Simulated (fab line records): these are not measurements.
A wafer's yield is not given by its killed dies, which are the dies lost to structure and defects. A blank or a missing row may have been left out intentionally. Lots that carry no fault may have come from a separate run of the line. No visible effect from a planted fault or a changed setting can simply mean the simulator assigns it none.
Comparing a struck lot with a sound one :: flow sky130 :: 24 out of 708 route steps
Sound: the wafers L238.2, L238.4, L238.5. The struck wafers were L240.3, L240.4, L240.5. Last of all comes the cause.
At each step with rows: each side's tool, then ch and its chambers, then its first start. Under that, the readings that differ: sound wafers :: struck wafers :: difference of the means :: sigmas: that difference in standard deviations of wafers without a fault.
alike: words and numbers the same on both sides, and readings whose means are apart by under 2 such deviations; not compared: readings that were withheld, readings missing a value for some wafer, numbers with overlapping values and no deviation given by the record, and bounds like >300 which may hide the same value.
A row with sigmas, a row that says differs or no value, or rows on one side alone: a step with any of these is where the two part. When numbers do not overlap yet have no deviation, they are printed without sigmas and do not part them. A reading missing from all wafers of one side parts the sides only when that side holds two or more wafers.

SKY_METAL3_METAL_ETCH_18: etches the open film in Cl2/BCl3, stops on SiO2, target depth 845 nm, time 183.1 s.
  sound on rie_metal-01 ch 0,1, day 42 06:44; struck on rie_metal-02 ch 0,1, day 43 02:05
  alike: drypump_motor_current_A, oes_product_au, throttle_valve_pct
  not compared: rf_hours_counter_h
SKY_METAL3_STRIP_19: strips in O2/N2.
  sound on plasma_asher-02 ch 0,1, day 42 06:55; struck on plasma_asher-02 ch 0,1, day 43 02:14
  alike: drypump_motor_current_A, oes_product_au, strip_time_to_endpoint_s
  not compared: rf_hours_counter_h
then, 4 steps without rows for these wafers: SKY_METAL3_STRIP_20 (strips in post etch residue remover, time 1200 s); SKY_METAL3_CLEAN_21 (cleans in IPA, time 180 s); SKY_METAL3_CLEAN_22 (cleans in O3/DIW); SKY_VIA3_HDPCVD_00 (deposits SiO2, target thk 1635 nm, time 272.5 s).
SKY_VIA3_THK_MEAS_01:
  sound: film_metro-04 at day 42 07:41; struck: film_metro-04 at day 43 03:00
  alike: VIA3_HDPCVD_THK
SKY_VIA3_CMP_02: polishes SiO2.
  sound on cmp-02 ch 0,1,2, day 42 07:50; struck on cmp-01 ch 1,3, day 43 03:10
  alike: motor_current_A
SKY_VIA3_BOW_MEAS_03:
  sound: film_metro-01 at day 42 08:03; struck: film_metro-01 at day 43 03:31
  alike: VIA3_BOW
then, 3 steps without rows for these wafers: SKY_VIA3_DEHYDRATE_04 (time 60 s); SKY_VIA3_HMDS_05 (prime time 60 s); SKY_VIA3_COAT_06 (resist thk 60 nm).
SKY_VIA3_COAT_07: resist thk 450 nm.
  sound on litho_track-02 ch 0, day 42 19:00; struck on litho_track-04 ch 0, day 43 14:00
reading: spin_speed_rpm (rpm)
sound: 3000.8 3002.3 3004.8
struck: 3756.2 3758.1 3760.0
difference: +755.5
sigmas: +99 or more

reading: model.KrF-thick_of_VIA3_COAT_07.thk_nm (nm)
sound: 452.3 453.2 453.3
struck: 402.9 402 402.5
difference: -50.5
sigmas: 
  alike: exhaust_pa
then, 4 steps without rows for these wafers: SKY_VIA3_SOFTBAKE_08 (time 90 s); SKY_VIA3_EXPOSE_09 (exposes mask VIM3, target cd 200 nm); SKY_VIA3_PEB_10; SKY_VIA3_DEVELOP_11 (develop time 60 s).
SKY_VIA3_CD_MEAS_12 targets a cd of 200 nm.
  sound: cd_sem-01 at day 43 07:18; struck: cd_sem-02 at day 44 03:15
  alike: cd_nm
SKY_VIA3_OVL_MEAS_13:
  sound: overlay-02 at day 43 07:25; struck: overlay-01 at day 44 03:21
  alike: VIA3_OVL
SKY_VIA3_ETCH_14: etches BARC in N2/H2, stops on SiO2, time 45.9 s, target depth 60 nm.
  sound on rie_diel-04 ch 0,1,2, day 43 07:26; struck on rie_diel-02 ch 0,2, day 44 03:22
  alike: drypump_motor_current_A, h2_flow_sccm, oes_product_au, throttle_valve_pct
  not compared: rf_hours_counter_h
SKY_VIA3_ETCH_15: etches SiO2 in C4F8/O2/Ar, stops on TiN, target depth 507 nm, time 78 s.
  sound on rie_diel-04 ch 0,1,2, day 43 07:29; struck on rie_diel-02 ch 0,2, day 44 03:25
reading: model.KrF-thick_of_VIA3_COAT_07.thk_nm (nm)
sound: 288.3 295.2 290.8
struck: 243.2 241 241.7
difference: -49.5
sigmas: 
  alike: oes_product_au
SKY_VIA3_STRIP_16: strips in O2/N2.
  sound on plasma_asher-04 ch 1, day 43 07:32; struck on plasma_asher-01 ch 0,1, day 44 03:30
reading: drypump_motor_current_A (A)
sound: 6.0 6.1 6.1
struck: 5.2 5.2 5.2
difference: -0.9
sigmas: -2

reading: oes_product_au (a.u.)
sound: 0.405 0.398 0.403
struck: 0.377 0.390 0.380
difference: -0.020
sigmas: -4

reading: strip_time_to_endpoint_s (s)
sound: 4.112 4.168 4.132
struck: 3.634 3.598 3.601
difference: -0.526
sigmas: -19
  not compared: rf_hours_counter_h
then, 1 step without rows for these wafers: SKY_VIA3_STRIP_17 (strips in post etch residue remover, time 1200 s).
SKY_PAD_OPEN_PROBE_99:
  sound wafers here have rows in the record (prober-01, day 48 21:41); struck ones have none

== WHERE THEY PART ==
At SKY_VIA3_COAT_07 first; at SKY_PAD_OPEN_PROBE_99 last (within this record only).

WHY: what had been put in by the simulator
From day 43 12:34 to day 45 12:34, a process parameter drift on litho_track-04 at SKY_VIA3_COAT_07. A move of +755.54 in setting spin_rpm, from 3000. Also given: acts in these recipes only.
